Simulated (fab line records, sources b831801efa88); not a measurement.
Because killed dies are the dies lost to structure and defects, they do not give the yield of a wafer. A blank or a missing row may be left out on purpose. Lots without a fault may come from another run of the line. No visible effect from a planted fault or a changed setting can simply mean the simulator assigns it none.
Struck lot and sound lot, side by side -- flow gf180mcu -- 22 steps out of a route of 602
Sound: the wafers L160.2, L160.3, L160.5. Wafers struck: L165.3, L165.5, L165.6. At the end, the cause is stated.
Each step with rows lists, per side, the tool, then ch with its chambers, then its first start. Under that, the readings that differ: sound wafers -- struck wafers -- difference of the means -- sigmas: that difference in standard deviations of wafers without a fault.
alike: readings whose means differ by less than 2 such deviations, and words and numbers that are the same on both sides. not compared: withheld readings, readings that some wafer has no value for, bounds like >300 that may hide the same value, and numbers for which the record gives no deviation and whose values overlap.
The two part at a step that has a row with sigmas, a row that says differs or no value, or rows on one side only. Non-overlapping numbers with no deviation appear without sigmas and do not part them. Lack of a reading on every wafer of one side parts them only where that side has two or more wafers.

first, 6 steps without rows for these wafers: GF_VT_IMPLANT_HMDS_12 (prime time 60 s); GF_VT_IMPLANT_COAT_13 (resist thk 1000 nm); GF_VT_IMPLANT_SOFTBAKE_14 (time 60 s); GF_VT_IMPLANT_EXPOSE_15 (exposes mask Nwell LV AREA, target cd 860 nm); GF_VT_IMPLANT_PEB_16; GF_VT_IMPLANT_DEVELOP_17 (develop time 60 s).
GF_VT_IMPLANT_OVL_MEAS_18:
  sound on overlay-02 at day 7 13:28; struck on overlay-02 at day 8 21:13
  alike: VT_IMPLANT_01_OVL
following that, these wafers have no rows for 1 step: GF_VT_IMPLANT_IMPLANT_19.
GF_VT_IMPLANT_STRIP_20: strips in O2/N2.
  sound on plasmaAsher-02 ch 0,1, day 7 13:38; struck on plasmaAsher-03 ch 0,1, day 8 21:25
  alike: drypumpMotorCurrentA, heaterPowerW, oesProductAu, platenTempC, stripTimeToEndpointS
  not compared: rfHoursCounterH
GF_VT_IMPLANT_TW_MEAS_21:
  sound on filmMetro-03 at day 7 13:45; struck on filmMetro-03 at day 8 21:31
  alike: VT_IMPLANT_2_TW
then, 2 steps without rows for these wafers: GF_VT_IMPLANT_DEHYDRATE_22 (time 60 s); GF_VT_IMPLANT_HMDS_23 (prime time 60 s).
GF_VT_IMPLANT_COAT_24: resist thk 1000 nm.
  sound on lithoTrack-04 ch 0, day 7 21:55; struck on lithoTrack-03 ch 0, day 9 05:27
reading,sound,struck,difference,sigmas
spinSpeedRpm (rpm),2999.6 2998.5 3001.0,2942.8 2942.9 2943.9,-56.5,-27
model.NOVOLAK_of_VT_IMPLANT_COAT_24.thkNm (nm),1002 1000 1001,1012 1010 1008,+9,
then, 3 steps without rows for these wafers: GF_VT_IMPLANT_SOFTBAKE_25 (time 60 s); GF_VT_IMPLANT_EXPOSE_26 (exposes mask LVPWELL HV AREA, target cd 860 nm); GF_VT_IMPLANT_PEB_27.
GF_VT_IMPLANT_DEVELOP_28: develop time 60 s.
  sound on lithoTrack-01 ch 0, day 8 05:31; struck on lithoTrack-04 ch 0, day 9 13:41
reading,sound,struck,difference,sigmas
model.NOVOLAK_of_VT_IMPLANT_COAT_24.thkNm (nm),1001 999.9 1001,1012 1010 1007,+9,
GF_VT_IMPLANT_OVL_MEAS_29:
  sound on overlay-01 at day 8 05:38; struck on overlay-02 at day 9 13:48
  alike: VT_IMPLANT_02_OVL
following that, these wafers have no rows for 1 step: GF_VT_IMPLANT_IMPLANT_30.
GF_VT_IMPLANT_STRIP_31: strips in O2/N2.
  sound on plasmaAsher-02 ch 0,1, day 8 05:49; struck on plasmaAsher-03 ch 0,1, day 9 14:01
reading,sound,struck,difference,sigmas
drypumpMotorCurrentA (A),5.2 5.2 5.4,6.4 6.4 5.6,+0.9,+2
stripTimeToEndpointS (s),12.64 12.62 12.64,12.77 12.76 12.70,+0.11,+3
  alike: heaterPowerW, oesProductAu, platenTempC
  not compared: rfHoursCounterH
GF_VT_IMPLANT_TW_MEAS_32:
  sound on filmMetro-02 at day 8 05:56; struck on filmMetro-03 at day 9 14:05
reading,sound,struck,difference,sigmas
VT_IMPLANT_3_TW,266.0 265.8 264.4,273.6 270.3 272.3,+6.7,+2
GF_PASSIVATION_PROBE_99:
  the record has rows for the sound wafers here (prober-01, day 30 17:29) and none for the struck ones

WHERE THEY PART
Last at GF_PASSIVATION_PROBE_99 as far as this record goes, first at GF_VT_IMPLANT_COAT_24.

WHY: what had been put in by the simulator
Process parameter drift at GF_VT_IMPLANT_COAT_24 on lithoTrack-03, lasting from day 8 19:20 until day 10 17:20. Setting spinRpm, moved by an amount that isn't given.
